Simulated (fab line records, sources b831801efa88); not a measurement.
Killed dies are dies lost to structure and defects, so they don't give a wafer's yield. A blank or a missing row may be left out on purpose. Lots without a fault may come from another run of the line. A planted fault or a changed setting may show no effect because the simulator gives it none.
fab line records | flow sky130 | part 1 of 2: steps 1 to 29 of 38
record lots=5 wafers=15 last_day=47
route steps=708 shown CONTACT@423 METAL1@434 VIA1@458
lots that met no fault: from a run of the same line without faults
start_h: hours from the record's first day to the start of the lot's first wafer shown | wait_h: hours since the lot's step before | " the same as in the row above | L1.1+2: a row that stands for several wafers | - no value, or no start given | * or withheld: withheld | < > ~ a bound
route shown NAME@n: a module of which the file shows steps, and the number in the route of the first | usual: mean/standard deviation of fault-free wafers | same: alike in all rows | chamber/n: place in a boat | sites: the reading at each site | _std_site: their standard deviation | _edge_site: outer sites' mean less inner sites' | radius_mm: how far each site lies from the wafer's centre | mask NAME#n: copy n | behind: the tool/chamber that last shaped the wafer | hold: why the lot was held/for how many hours/how that ended | device: the transistor (n, p or np) that didn't switch | end of line: the same wafers' tests at the end of the route | a step without rows: its recipe alone | killed: dies lost to structure and defects at the first sort, not the wafer's yield | map: a wafer's dies, x killed, . not, _ none there
set.NAME: the setting as run; set.NAME@STEP: as run at that earlier step | model.NAME: the simulator's own value behind a step, which no gauge read
lots at some steps of the route; a table a step, a row a wafer
services: from which hour (start_h, from the record's first day; less than 0 if before it) a tool's chamber was out of use, for how many hours, and why
## steps
# step SKY_CONTACT_ETCH_17
# recipe target=SiO2 chemistry=C4F8/O2/Ar stop_on=Si3N4 mask_material=KrF-thick source_w=1500 bias_w=1200 pressure_mtorr=40 c4f8_flow_sccm=withheld O2_flow_sccm=6 Ar_flow_sccm=300 time_s=withheld target_depth_a=3400
# usual oes_product_au=0.891/0.0048
# columns lot.wafer tool chamber start_h wait_h oes_product_au
L074.1 rie_diel-02 1 741.83 0.0 0.890
L074.5 " 2 " " 0.890
L074.6 " 3 " " 0.883
L075.2 rie_diel-02 1 743.76 0.0 0.893
L075.3 " 0 " " 0.897
L075.4 " 3 " " 0.894
L077.1 rie_diel-01 2 761.73 0.0 0.884
L077.3 " 0 " " 0.896
L077.6 " 3 " " 0.891
L079.1 rie_diel-02 0 769.83 0.0 0.890
L079.2 " 2 " " 0.896
L079.6 " 1 " " 0.883
L081.2 rie_diel-02 1 796.52 0.0 0.891
L081.3 " 3 " " 0.890
L081.6 " 1 " " 0.885
# step SKY_CONTACT_ETCH_18
# recipe target=Si3N4 chemistry=CHF3/O2 stop_on=TiN source_w=600 bias_w=200 pressure_mtorr=40 chf3_flow_sccm=50 O2_flow_sccm=5 time_s=39 target_depth_a=750
# usual drypump_motor_current_A=5.8/0.5 oes_product_au=0.856/0.0096 throttle_valve_pct=8.793/0.0099
# columns lot.wafer tool chamber start_h wait_h drypump_motor_current_A oes_product_au rf_hours_counter_h throttle_valve_pct
L074.1 rie_diel-02 1 - - 6.1 0.860 33 8.783
L074.5 " 2 " " 6.4 0.861 - 8.799
L074.6 " 3 " " 4.8 0.869 - 8.783
L075.2 rie_diel-02 1 - - 6.1 0.858 33 8.800
L075.3 " 0 " " 5.9 0.859 18 8.789
L075.4 " 3 " " 4.8 0.858 6 8.780
L077.1 rie_diel-01 2 - - 5.9 0.866 16 8.784
L077.3 " 0 " " 5.4 0.855 13 8.783
L077.6 " 3 " " 5.2 0.862 - 8.805
L079.1 rie_diel-02 0 - - 5.9 0.847 19 8.804
L079.2 " 2 " " 6.3 0.868 3 8.785
L079.6 " 1 " " 6.1 0.855 - 8.788
L081.2 rie_diel-02 1 - - 6.2 0.834 35 8.772
L081.3 " 3 " " 4.8 0.840 8 8.782
L081.6 " 1 " " 6.2 0.833 - 8.786
# step SKY_CONTACT_STRIP_19
# recipe chemistry=O2/N2 power_w=1400 pressure_mtorr=1500 platen_temp_c=withheld o2_flow_sccm=3000 n2_flow_sccm=300 overash_fraction=0.5
# usual drypump_motor_current_A=5.6/0.31 o2_flow_sccm=3000/9.3 oes_product_au=0.381/0.0052 strip_time_to_endpoint_s=3.628/0.027
# columns lot.wafer tool chamber start_h wait_h drypump_motor_current_A o2_flow_sccm oes_product_au rf_hours_counter_h strip_time_to_endpoint_s
L074.1 plasma_asher-03 0 741.92 - 5.2 3008 0.387 29 3.610
L074.5 " 0 " " 5.2 3003 0.368 - 3.617
L074.6 " 1 " " 5.7 3000 0.382 - 3.611
L075.2 plasma_asher-04 0 743.85 - 5.2 2988 0.380 93 3.609
L075.3 " 0 " " 5.2 3004 0.379 - 3.592
L075.4 " 1 " " 5.7 2993 0.367 - 3.648
L077.1 plasma_asher-03 1 761.82 - 5.7 3003 0.382 31 3.598
L077.3 " 1 " " 5.7 3016 0.382 - 3.600
L077.6 " 1 " " 5.7 3003 0.377 - 3.545
L079.1 plasma_asher-04 1 769.92 - 5.7 3004 0.386 96 3.650
L079.2 " 0 " " 5.2 2995 0.383 96 3.652
L079.6 " 0 " " 5.2 3005 0.390 - 3.649
L081.2 plasma_asher-03 1 796.61 - 5.7 3005 0.385 34 3.597
L081.3 " 0 " " 5.2 2994 0.379 - 3.614
L081.6 " 1 " " 5.7 3009 0.384 - 3.608
# step SKY_CONTACT_STRIP_20
# recipe chemistry=post_etch_residue_remover time_s=1200 temp_c=72.5
# columns lot.wafer tool chamber start_h wait_h
L074.1+5+6 wet_bench-02 2 742.02 0.1
L075.2+3+4 wet_bench-02 0 743.95 0.1
L077.1+3+6 wet_bench-04 1 761.92 0.1
L079.1+2+6 wet_bench-01 2 770.02 0.1
L081.2+3+6 wet_bench-02 3 796.71 0.1
# step SKY_CONTACT_CLEAN_21
# recipe chemistry=IPA time_s=180 temp_c=25
# columns lot.wafer tool chamber start_h wait_h
L074.1+5+6 wet_bench-04 0 742.36 0.0
L075.2+3+4 wet_bench-01 2 744.36 0.0
L077.1+3+6 wet_bench-02 2 762.36 0.0
L079.1+2+6 wet_bench-04 2 770.36 0.0
L081.2+3+6 wet_bench-02 1 797.08 0.0
# step SKY_CONTACT_CLEAN_22
# recipe chemistry=O3/DIW dry=n2_spin
# columns lot.wafer tool chamber start_h wait_h
L074.1+5+6 wet_bench-01 1 742.42 0.0
L075.2+3+4 wet_bench-02 0 744.42 0.0
L077.1+3+6 wet_bench-04 0 762.42 0.0
L079.1+2+6 wet_bench-02 1 770.42 0.0
L081.2+3+6 wet_bench-04 1 797.14 0.0
# step SKY_CONTACT_SPUTTER_23
# recipe material=TiN target_thk_nm=20 chamber_pressure_pa=5 power_w=4000 time_s=80
# usual throttle_valve_pct=30.4/1.4
# columns lot.wafer tool chamber start_h wait_h throttle_valve_pct
L074.1 pvd_sputter-03 - 742.51 0.0 29.4
L074.5 " - " " 30.0
L074.6 " - " " 29.4
L075.2 pvd_sputter-01 - 744.53 0.0 31.8
L075.3 " - " " 29.8
L075.4 " - " " 32.2
L077.1 pvd_sputter-04 - 762.54 0.0 31.2
L077.3 " - " " 31.5
L077.6 " - " " 31.1
L079.1 pvd_sputter-03 - 770.51 0.0 28.9
L079.2 " - " " 30.1
L079.6 " - " " 29.1
L081.2 pvd_sputter-01 - 797.23 0.0 30.0
L081.3 " - " " 32.2
L081.6 " - " " 32.2
# step SKY_CONTACT_CVD_24
# recipe material=W target_thk_nm=340 time_s=102.12 temp_c=400 pressure_torr=40
# usual heater_power_w=854/95
# columns lot.wafer tool chamber start_h wait_h heater_power_w
L074.1 cvd_w-02 1 742.58 0.0 934
L074.5 " 1 " " 926
L074.6 " 0 " " 747
L075.2 cvd_w-02 0 744.59 0.0 735
L075.3 " 1 " " 953
L075.4 " 0 " " 747
L077.1 cvd_w-02 0 762.60 0.0 752
L077.3 " 0 " " 742
L077.6 " 0 " " 757
L079.1 cvd_w-01 1 770.58 0.0 815
L079.2 " 0 " " 960
L079.6 " 1 " " 798
L081.2 cvd_w-01 1 797.29 0.0 783
L081.3 " 0 " " 943
L081.6 " 1 " " 785
# step SKY_CONTACT_RS_MEAS_25
# recipe thk_meas_gauge=four-point-probe reads=W_of_CONTACT_CVD_24+TiN_of_CONTACT_SPUTTER_23
# usual CONTACT_W_RS=0.341/0.0038
# columns lot.wafer tool chamber start_h wait_h CONTACT_W_RS[ohm/sq]
L074.1 film_metro-01 - 742.69 0.1 0.341
L074.5 " - " " 0.346
L074.6 " - " " 0.343
L075.2 film_metro-01 - 744.72 0.1 0.336
L075.3 " - " " 0.338
L075.4 " - " " 0.337
L077.1 film_metro-03 - 762.71 0.1 0.342
L077.3 " - " " 0.337
L077.6 " - " " 0.340
L079.1 film_metro-02 - 770.69 0.1 0.344
L079.2 " - " " 0.344
L079.6 " - " " 0.344
L081.2 film_metro-02 - 797.42 0.1 0.339
L081.3 " - " " 0.335
L081.6 " - " " 0.338
# step SKY_CONTACT_THK_MEAS_26
# recipe thk_meas_gauge=xrf reads=W_of_CONTACT_CVD_24
# usual CONTACT_W_THK=346/4.5
# columns lot.wafer tool chamber start_h wait_h CONTACT_W_THK[nm]
L074.1 film_metro-01 - 742.81 0.1 347
L074.5 " - " " 345
L074.6 " - " " 346
L075.2 film_metro-01 - 744.83 0.1 349
L075.3 " - " " 349
L075.4 " - " " 349
L077.1 film_metro-03 - 762.83 0.1 345
L077.3 " - " " 351
L077.6 " - " " 347
L079.1 film_metro-02 - 770.81 0.1 343
L079.2 " - " " 342
L079.6 " - " " 342
L081.2 film_metro-02 - 797.53 0.1 348
L081.3 " - " " 348
L081.6 " - " " 347
# step SKY_CONTACT_CMP_27
# recipe stop_on=SiO2 t_overpolish_s=15 down_force_psi=3.5 platen_rpm=60 target_thk_nm=0 pad_velocity_m_s=0.94248
# usual motor_current_A=11.6/1.1 overpolish_run_s=14.998/0.0094 slurry_filter_dp_kPa=13.51/0.13 time_to_endpoint_s=79.7/2.6
# columns lot.wafer tool chamber start_h wait_h motor_current_A overpolish_run_s slurry_filter_dp_kPa time_to_endpoint_s
L074.1 cmp-02 3 742.97 0.1 11.8 15.012 13.54 77.1
L074.5 " 1 " " 10.3 15.001 13.44 79.2
L074.6 " 2 " " 10.5 14.991 13.47 78.4
L075.4 cmp-01 0 745.10 0.2 12.8 14.973 13.42 78.6
L075.2 " 1 " " 12.0 14.998 13.13 76.8
L075.3 " 3 " " 10.1 15.008 13.60 75.8
L077.3 cmp-02 0 762.89 0.0 13.4 15.004 13.49 78.7
L077.1 " 2 " " 11.5 15.005 13.29 75.7
L077.6 " 1 " " 10.6 15.008 13.80 77.8
L079.2 cmp-01 3 770.92 0.1 10.5 14.985 13.69 77.9
L079.1 " 0 " " 14.0 14.995 13.38 79.4
L079.6 " 3 " " 10.3 15.013 13.22 75.2
L081.3 cmp-01 3 797.75 0.2 10.2 15.004 13.46 79.0
L081.2 " 0 " " 13.3 14.983 13.09 85.4
L081.6 " 3 " " 10.5 15.016 13.47 77.9
# step SKY_METAL1_SPUTTER_00
# recipe material=Ti target_thk_nm=15 power_w=3000 time_s=10 chamber_pressure_pa=0.4
# usual throttle_valve_pct=30.1/1.4
# columns lot.wafer tool chamber start_h wait_h throttle_valve_pct
L074.1 pvd_sputter-02 - 743.17 0.1 28.5
L074.5 " - " " 29.4
L074.6 " - " " 28.3
L075.2 pvd_sputter-02 - 745.40 0.2 30.5
L075.3 " - " " 28.5
L075.4 " - " " 29.4
L077.1 pvd_sputter-01 - 763.19 0.1 31.8
L077.3 " - " " 32.0
L077.6 " - " " 31.8
L079.1 pvd_sputter-01 - 771.17 0.1 29.9
L079.2 " - " " 31.6
L079.6 " - " " 31.9
L081.2 pvd_sputter-02 - 798.05 0.2 30.3
L081.3 " - " " 29.9
L081.6 " - " " 30.7
# step SKY_METAL1_SPUTTER_01
# recipe material=TiN target_thk_nm=20 power_w=6500 time_s=16.7 chamber_pressure_pa=0.4
# usual throttle_valve_pct=30.1/1.4
# columns lot.wafer tool chamber start_h wait_h throttle_valve_pct
L074.1 pvd_sputter-02 - 743.19 0.0 28.3
L074.5 " - " " 29.4
L074.6 " - " " 28.6
L075.2 pvd_sputter-02 - 745.42 0.0 30.4
L075.3 " - " " 28.6
L075.4 " - " " 29.4
L077.1 pvd_sputter-01 - 763.21 0.0 32.1
L077.3 " - " " 31.7
L077.6 " - " " 31.7
L079.1 pvd_sputter-01 - 771.19 0.0 29.6
L079.2 " - " " 31.7
L079.6 " - " " 31.8
L081.2 pvd_sputter-02 - 798.07 0.0 30.4
L081.3 " - " " 29.2
L081.6 " - " " 30.3
# step SKY_METAL1_SPUTTER_02
# recipe material=AlCu target_thk_nm=250 power_w=10600 time_s=13.3 chamber_pressure_pa=0.4
# usual throttle_valve_pct=30.1/1.5
# columns lot.wafer tool chamber start_h wait_h throttle_valve_pct
L074.1 pvd_sputter-02 - 743.21 0.0 28.4
L074.5 " - " " 29.4
L074.6 " - " " 28.7
L075.2 pvd_sputter-02 - 745.45 0.0 30.5
L075.3 " - " " 28.6
L075.4 " - " " 29.6
L077.1 pvd_sputter-01 - 763.24 0.0 32.2
L077.3 " - " " 32.1
L077.6 " - " " 31.6
L079.1 pvd_sputter-01 - 771.21 0.0 29.7
L079.2 " - " " 31.9
L079.6 " - " " 31.8
L081.2 pvd_sputter-02 - 798.10 0.0 30.3
L081.3 " - " " 29.7
L081.6 " - " " 30.3
# step SKY_METAL1_SPUTTER_03
# recipe material=Ti target_thk_nm=5 power_w=3000 time_s=3.3 chamber_pressure_pa=0.4
# usual throttle_valve_pct=30.1/1.4
# columns lot.wafer tool chamber start_h wait_h throttle_valve_pct
L074.1 pvd_sputter-02 - 743.24 0.0 28.5
L074.5 " - " " 29.5
L074.6 " - " " 28.9
L075.2 pvd_sputter-02 - 745.47 0.0 30.3
L075.3 " - " " 28.4
L075.4 " - " " 29.6
L077.1 pvd_sputter-01 - 763.26 0.0 32.0
L077.3 " - " " 31.7
L077.6 " - " " 31.9
L079.1 pvd_sputter-01 - 771.24 0.0 29.9
L079.2 " - " " 31.8
L079.6 " - " " 32.2
L081.2 pvd_sputter-02 - 798.12 0.0 30.5
L081.3 " - " " 29.7
L081.6 " - " " 30.2
# step SKY_METAL1_SPUTTER_04
# recipe material=TiN target_thk_nm=70 power_w=6430 time_s=58.3 chamber_pressure_pa=0.4
# usual throttle_valve_pct=30.1/1.5
# columns lot.wafer tool chamber start_h wait_h throttle_valve_pct
L074.1 pvd_sputter-02 - 743.26 0.0 28.7
L074.5 " - " " 29.5
L074.6 " - " " 28.7
L075.2 pvd_sputter-02 - 745.49 0.0 30.3
L075.3 " - " " 28.6
L075.4 " - " " 29.4
L077.1 pvd_sputter-01 - 763.28 0.0 32.4
L077.3 " - " " 31.8
L077.6 " - " " 31.8
L079.1 pvd_sputter-01 - 771.26 0.0 29.6
L079.2 " - " " 32.0
L079.6 " - " " 32.0
L081.2 pvd_sputter-02 - 798.14 0.0 30.4
L081.3 " - " " 29.8
L081.6 " - " " 30.4
# step SKY_METAL1_RS_MEAS_05
# recipe thk_meas_gauge=four-point-probe reads=TiN_of_METAL1_SPUTTER_04+Ti_of_METAL1_SPUTTER_03+AlCu_of_METAL1_SPUTTER_02+TiN_of_METAL1_SPUTTER_01+Ti_of_METAL1_SPUTTER_00
# usual METAL1_ALCU_RS=0.1269/0.0017
# columns lot.wafer tool chamber start_h wait_h METAL1_ALCU_RS[ohm/sq]
L074.1 film_metro-04 - 743.31 0.0 0.1278
L074.5 " - " " 0.1280
L074.6 " - " " 0.1293
L075.2 film_metro-04 - 745.56 0.0 0.1280
L075.3 " - " " 0.1294
L075.4 " - " " 0.1273
L077.1 film_metro-02 - 763.33 0.0 0.1246
L077.3 " - " " 0.1248
L077.6 " - " " 0.1241
L079.1 film_metro-02 - 771.31 0.0 0.1264
L079.2 " - " " 0.1262
L079.6 " - " " 0.1259
L081.2 film_metro-01 - 798.21 0.0 0.1259
L081.3 " - " " 0.1250
L081.6 " - " " 0.1264
# step SKY_METAL1_THK_MEAS_06
# recipe thk_meas_gauge=xrf reads=AlCu_of_METAL1_SPUTTER_02
# usual METAL1_ALCU_THK=250/3.7
# columns lot.wafer tool chamber start_h wait_h METAL1_ALCU_THK[nm]
L074.1 film_metro-04 - 743.43 0.1 250
L074.5 " - " " 251
L074.6 " - " " 248
L075.2 film_metro-04 - 745.67 0.1 246
L075.3 " - " " 245
L075.4 " - " " 251
L077.1 film_metro-02 - 763.45 0.1 257
L077.3 " - " " 256
L077.6 " - " " 258
L079.1 film_metro-02 - 771.43 0.1 252
L079.2 " - " " 252
L079.6 " - " " 252
L081.2 film_metro-01 - 798.32 0.1 251
L081.3 " - " " 252
L081.6 " - " " 252
# step SKY_METAL1_DEHYDRATE_07
# recipe temp_c=200 time_s=60
# columns lot.wafer tool chamber start_h wait_h
L074.1+5+6 litho_track-03 0 756.04 12.6
L075.2+3+4 litho_track-01 0 758.70 13.0
L077.1+3+6 litho_track-01 0 775.93 12.5
L079.1+2+6 litho_track-01 0 783.98 12.5
L081.2+3+6 litho_track-02 0 810.36 12.0
# step SKY_METAL1_HMDS_08
# recipe prime_time_s=60 prime_temp_c=120
# columns lot.wafer tool chamber start_h wait_h
L074.1+5+6 litho_track-03 0 756.19 0.1
L075.2+3+4 litho_track-01 0 758.85 0.1
L077.1+3+6 litho_track-01 0 776.08 0.1
L079.1+2+6 litho_track-01 0 784.13 0.1
L081.2+3+6 litho_track-02 0 810.51 0.1
# step SKY_METAL1_COAT_09
# recipe resist=BARC temp_c=withheld time_s=withheld spin_rpm=3000 resist_thk_nm=60
# columns lot.wafer tool chamber start_h wait_h
L074.1+5+6 litho_track-03 0 756.34 0.1
L075.2+3+4 litho_track-01 0 759.00 0.1
L077.1+3+6 litho_track-01 0 776.23 0.1
L079.1+2+6 litho_track-01 0 784.28 0.1
L081.2+3+6 litho_track-02 0 810.66 0.1
# step SKY_METAL1_COAT_10
# recipe resist=KrF-thick spin_rpm=3000 resist_thk_nm=450
# columns lot.wafer tool chamber start_h wait_h
L074.1+5+6 litho_track-03 0 - -
L075.2+3+4 litho_track-01 0 - -
L077.1+3+6 litho_track-01 0 - -
L079.1+2+6 litho_track-01 0 - -
L081.2+3+6 litho_track-02 0 - -
# step SKY_METAL1_SOFTBAKE_11
# recipe temp_c=100 time_s=90 resist=KrF-thick
# columns lot.wafer tool chamber start_h wait_h
L074.1+5+6 litho_track-03 0 - -
L075.2+3+4 litho_track-01 0 - -
L077.1+3+6 litho_track-01 0 - -
L079.1+2+6 litho_track-01 0 - -
L081.2+3+6 litho_track-02 0 - -
# step SKY_METAL1_EXPOSE_12
# recipe mask_id=MM1 na=0.8 source_shape=annular sigma_inner=0.55 sigma_outer=0.85 target_cd_nm=140 dose_mj=28
# same sigma_outer=0.85
# columns lot.wafer tool chamber start_h wait_h mask
L074.1+5+6 krf_scanner-01 0 - - MM1#0
L075.2+3+4 krf_scanner-02 0 - - MM1#0
L077.1+3+6 krf_scanner-01 0 - - MM1#0
L079.1+2+6 krf_scanner-01 0 - - MM1#0
L081.2+3+6 krf_scanner-02 0 - - MM1#0
# step SKY_METAL1_PEB_13
# recipe peb_temp_c=withheld peb_time_s=withheld resist=KrF-thick
# columns lot.wafer tool chamber start_h wait_h
L074.1+5+6 litho_track-03 0 - -
L075.2+3+4 litho_track-03 0 - -
L077.1+3+6 litho_track-02 0 - -
L079.1+2+6 litho_track-02 0 - -
L081.2+3+6 litho_track-03 0 - -
# step SKY_METAL1_DEVELOP_14
# recipe develop_time_s=60 resist=KrF-thick dev_temp_c=21
# columns lot.wafer tool chamber start_h wait_h
L074.1+5+6 litho_track-03 0 - -
L075.2+3+4 litho_track-03 0 - -
L077.1+3+6 litho_track-02 0 - -
L079.1+2+6 litho_track-02 0 - -
L081.2+3+6 litho_track-03 0 - -
# step SKY_METAL1_CD_MEAS_15
# recipe target_cd_nm=140
# usual cd_nm=140.3/1.7
# columns lot.wafer tool chamber start_h wait_h cd_nm
L074.1 cd_sem-02 - 770.09 - 138.9
L074.5 " - " " 136.4
L074.6 " - " " 138.9
L075.2 cd_sem-01 - 772.46 - 138.8
L075.3 " - " " 140.8
L075.4 " - " " 140.7
L077.1 cd_sem-02 - 789.88 - 140.9
L077.3 " - " " 139.5
L077.6 " - " " 141.3
L079.1 cd_sem-02 - 798.18 - 138.8
L079.2 " - " " 141.0
L079.6 " - " " 141.6
L081.2 cd_sem-02 - 825.02 - 139.3
L081.3 " - " " 139.2
L081.6 " - " " 137.9
# step SKY_METAL1_OVL_MEAS_16
# usual METAL1_OVL=-2/5.2
# columns lot.wafer tool chamber start_h wait_h METAL1_OVL[nm]
L074.1 overlay-01 - 770.21 0.1 -8
L074.5 " - " " -9
L074.6 " - " " -15
L075.2 overlay-02 - 772.56 0.1 -1
L075.3 " - " " -1
L075.4 " - " " -4
L077.1 overlay-02 - 790.00 0.1 3
L077.3 " - " " 10
L077.6 " - " " 4
L079.1 overlay-01 - 798.30 0.1 -6
L079.2 " - " " -4
L079.6 " - " " -3
L081.2 overlay-01 - 825.13 0.1 -6
L081.3 " - " " -10
L081.6 " - " " -2
# step SKY_METAL1_DESCUM_17
# recipe chemistry=O2 source_power_w=150 bias_power_w=0 pressure_mtorr=10 temp_c=40 time_s=8
# usual drypump_motor_current_A=5.48/0.25 oes_product_au=1.000/0.0093
# columns lot.wafer tool chamber start_h wait_h drypump_motor_current_A oes_product_au rf_hours_counter_h
L074.1 rie_metal-02 1 770.24 0.0 5.75 0.991 13
L074.5 " 1 " " 5.76 0.996 -
L074.6 " 0 " " 5.72 0.995 -
L075.2 rie_metal-04 1 772.59 0.0 5.36 0.994 13
L075.3 " 1 " " 5.37 0.998 -
L075.4 " 0 " " 5.27 0.996 -
L077.1 rie_metal-01 1 790.04 0.0 5.25 1.000 0
L077.3 " 0 " " 5.18 1.004 -
L077.6 " 1 " " 5.26 1.002 -
L079.1 rie_metal-01 1 798.34 0.0 5.23 0.986 0
L079.2 " 0 " " 5.17 1.004 2
L079.6 " 1 " " 5.23 0.998 -
L081.2 rie_metal-04 1 825.16 0.0 5.38 0.989 15
L081.3 " 0 " " 5.28 0.981 -
L081.6 " 0 " " 5.30 0.980 -
